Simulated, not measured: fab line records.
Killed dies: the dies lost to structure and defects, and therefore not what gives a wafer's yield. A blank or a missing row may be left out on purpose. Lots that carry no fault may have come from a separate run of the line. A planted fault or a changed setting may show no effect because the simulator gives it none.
Problem report, 8D (eight disciplines) form, completed by code / flow gf180mcu / the parts of the form that need people (team, actions taken, sign-off) are left out

1. THE PROBLEM
cathode_dc_power_W at GF_M2_SPUTTER_02 reads a mean of 10318 W on 6 wafers of 2 lots; wafers without a fault read 10600 W with a standard deviation of 2. So: -99 or more standard deviations from the usual mean.
The step: material AlCu, target thk 450 nm, time 23.9 s.
Earliest sighting: wafer L582.2 on pvd_sputter-01 at day 23 05:56. The record has a number at this step for 18 wafers belonging to 6 lots. Rule for "out", or "out of limits": more than 4 standard deviations from the usual mean. Any other wafer with a number is counted as sound.

2. WHAT THIS IS AND IS NOT
question=which readings at this step | is=cathode_dc_power_W | is not=throttle_valve_pct
question=which lots | is=L582, L585 | is not=L570, L571, L586, L592
question=which wafers of those lots | is=all that have a number | is not=-
question=read on which tools | is=pvd_sputter-01 | is not=pvd_sputter-03
question=when | is=from day 23 05:56 | is not=up to then (6 sound wafers); but 6 sound wafers of L586, L592 came after

3. SUSPECTS, AND WHAT RULES EACH OUT
Counting: any tool at a process step up to the reading is kept as a suspect provided that every lot that is out went through it and no sound lot did after the first of them.
- pvd_sputter-02 at GF_V1_SPUTTER_21 (material Ti, target thk 15 nm, time 80.02 s): ruled out as a lasting fault. Sound lots L592 ran on it after its first lot that is out, L582 (day 23 05:07).
- pvd_sputter-01 at GF_M2_SPUTTER_01 (material TiN, target thk 30 nm, time 25 s): kept. It processed each lot that is out, first L582 at day 23 05:55, and no sound lot thereafter; up to then, the last sound lot it processed was L570 at day 18 07:35.
- pvd_sputter-01 at GF_M2_SPUTTER_02 (material AlCu, target thk 450 nm, time 23.9 s): kept. It processed each lot that is out, first L582 at day 23 05:56, and no sound lot thereafter; up to then, the last sound lot it processed was L570 at day 18 07:37. Out on those wafers are its own readings of cathode_dc_power_W.
What counting leaves: pvd_sputter-01 at GF_M2_SPUTTER_01 and pvd_sputter-01 at GF_M2_SPUTTER_02.

4. THE CAUSE (what the simulator had put in)
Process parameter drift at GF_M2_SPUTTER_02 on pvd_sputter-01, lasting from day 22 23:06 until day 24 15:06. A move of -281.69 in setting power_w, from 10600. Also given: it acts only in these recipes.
Of the 2 suspects that counting leaves, this tool is one.

5. SEQUENCE OF EFFECTS, ordered by route
One row per reading whose mean, taken over the struck wafers that have a number, lies over 3 standard deviations from the usual. Readings are gone through only where the record gives a usual standard deviation; hours: the median, over the lots, of the time from a lot's start at the first step in this table giving one to that lot's start at this step; sigmas: the change measured in usual standard deviations.
hours=0; step=GF_M2_SPUTTER_02; reading=cathode_dc_power_W; usual=10600 W; on struck wafers=10318; change=-282; sigmas=-99 or more
The process steps in it:
- GF_M2_SPUTTER_02: material AlCu, target thk 450 nm, time 23.9 s.
At these later measuring or inspecting steps, every struck wafer for which the step has a row has a number for every such reading, and none has moved that far: GF_M2_RS_MEAS_05, GF_M2_THK_MEAS_06, GF_M2_CD_MEAS_14, GF_M2_OVL_MEAS_15.

6. HOW IT WOULD HAVE BEEN CAUGHT EARLIER
The fault began at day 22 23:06; the first out-of-limits reading in this record came at day 23 05:56, 7 hours later.
